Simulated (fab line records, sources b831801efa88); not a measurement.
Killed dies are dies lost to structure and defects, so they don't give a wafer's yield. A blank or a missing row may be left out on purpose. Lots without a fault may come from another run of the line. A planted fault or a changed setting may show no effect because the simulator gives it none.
Chamber matching | flow sky130 | SKY_FIELD_ISO_ETCH_17 on rie_si-01: 4 sister chambers
The step etches Si in HBr/Cl2/O2, target depth 342 nm, time 97.7 s. 14 wafers are shown with their chamber, then 7 later ones without.

WAFERS WITH THEIR CHAMBER
wafer  | chamber | drypump_motor_current_A (A) | oes_product_au (a.u.) | throttle_valve_pct (%)
L332.1 | 1       | 5.8                         | 1.016                 | 25.631
L332.2 | 3       | 6.2                         | 0.976                 | 25.674
L332.3 | 0       | 5.2                         | 0.998                 | 25.679
L339.2 | 3       | 6.2                         | 0.972                 | 25.683
L339.3 | 1       | 5.7                         | 1.013                 | 25.654
L339.5 | 3       | 6.2                         | 0.968                 | 25.680
L343.1 | 3       | 6.2                         | 0.969                 | 25.687
L343.4 | 2       | 6.4                         | 0.979                 | 25.670
L343.6 | 1       | 5.8                         | 1.010                 | 25.651
L344.2 | 3       | 6.2                         | 0.967                 | 25.685
L344.3 | 2       | 6.4                         | 0.990                 | 25.668
L344.4 | 0       | 5.2                         | 0.993                 | 25.675
L345.1 | 3       | 6.2                         | 0.963                 | 25.686
L345.3 | 2       | 6.4                         | 0.991                 | 25.670

SIGNATURES (means of the wafers above)
reading                 | chamber 0 | chamber 1 | chamber 2 | chamber 3 | scatter within a chamber
drypump_motor_current_A | 5.200     | 5.767     | 6.400     | 6.200     | 0.0258
oes_product_au          | 0.99550   | 1.01300   | 0.98667   | 0.96917   | 0.00467
throttle_valve_pct      | 25.67700  | 25.64533  | 25.66933  | 25.68250  | 0.00664
Rule: a wafer's distance from a chamber is the root of the sum, over the readings, of the square of ((its reading less the chamber's mean) divided by the reading's scatter). The wafer belongs to the nearest chamber; if the next one is less than 2 further off, it can't be placed. The scatter: the root of (the sum of the squares of (reading less its chamber's mean) over the shown wafers, divided by (wafers less chambers)).

WAFERS WITHOUT THEIR CHAMBER
wafer  | drypump_motor_current_A (A) | oes_product_au (a.u.) | throttle_valve_pct (%)
L345.4 | 5.7                         | 1.018                 | 25.647
L348.1 | 5.7                         | 1.014                 | 25.648
L348.2 | 5.2                         | 0.994                 | 25.654
L348.5 | 6.4                         | 0.999                 | 25.651
L351.3 | 6.2                         | 0.954                 | 25.672
L351.4 | 6.4                         | 0.987                 | 25.674
L351.5 | 6.4                         | 0.996                 | 25.656

WHICH CHAMBER EACH WENT THROUGH
wafer  | from the rows above | in truth
L345.4 | 1                   | 1
L348.1 | 1                   | 1
L348.2 | 0                   | 0
L348.5 | 2                   | 2
L351.3 | 3                   | 3
L351.4 | 2                   | 2
L351.5 | 2                   | 2
Placed correctly: 7 of 7. Can't be placed from these rows: 0. Placed wrongly: 0.
